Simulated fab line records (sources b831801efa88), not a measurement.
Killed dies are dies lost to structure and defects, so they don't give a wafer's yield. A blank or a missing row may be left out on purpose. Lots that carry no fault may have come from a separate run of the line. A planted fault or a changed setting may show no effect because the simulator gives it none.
Which of the tools did it? / flow gf180mcu / 6 lots, 18 wafers sampled, at 2 steps of a route of 602

== WHAT THE GAUGES SHOWED, per wafer ==
GF_M5_OVL_MEAS_08.
lot=L776; measured=day 26 12:06; on=overlay-02; M5_OVL (nm)=13 19 9
lot=L779; measured=day 27 14:42; on=overlay-01; M5_OVL (nm)=0 8 7
lot=L781; measured=day 28 03:33; on=overlay-02; M5_OVL (nm)=-1 -7 -3
lot=L784; measured=day 29 07:05; on=overlay-02; M5_OVL (nm)=-4 -8 -5
lot=L792; measured=day 31 12:43; on=overlay-01; M5_OVL (nm)=-2 1 1
lot=L795; measured=day 32 02:43; on=overlay-01; M5_OVL (nm)=16 8 5

== TOOL THAT RAN EACH LOT (tool first, then ch and the chambers of the sampled wafers, then the start) ==
lot=L776; GF_M1_SPUTTER_00=pvd-sputter-04, day 16 09:29
lot=L779; GF_M1_SPUTTER_00=pvd-sputter-03, day 17 15:22
lot=L781; GF_M1_SPUTTER_00=pvd-sputter-04, day 18 06:38
lot=L784; GF_M1_SPUTTER_00=pvd-sputter-02, day 19 15:38
lot=L792; GF_M1_SPUTTER_00=pvd-sputter-04, day 22 13:55
lot=L795; GF_M1_SPUTTER_00=pvd-sputter-03, day 23 09:28
- GF_M1_SPUTTER_00: material Ti, target thk 37.5 nm, time 150 s.

== THE ANSWER, worked out from the rows above alone ==
Rule: the usual values come from the lots themselves. The widest of any qualifying gaps counts: lots, ordered by their means at a reading, are off when they make up no more than a third of the lots, leave a main group of 4 or more, and stand apart from it by 3 or more times the standard deviation of that group's means. The tables above print the reading to a certain number of digits; a main group whose means all agree to those digits is not used. Also off: a lot with no number at a reading for which 4 or more lots have one. All remaining lots with rows at the step are treated as sound.
Across all readings shown, no lot is off: no conclusion can be drawn from this.

== WHAT THE SIMULATOR PUT IN ==
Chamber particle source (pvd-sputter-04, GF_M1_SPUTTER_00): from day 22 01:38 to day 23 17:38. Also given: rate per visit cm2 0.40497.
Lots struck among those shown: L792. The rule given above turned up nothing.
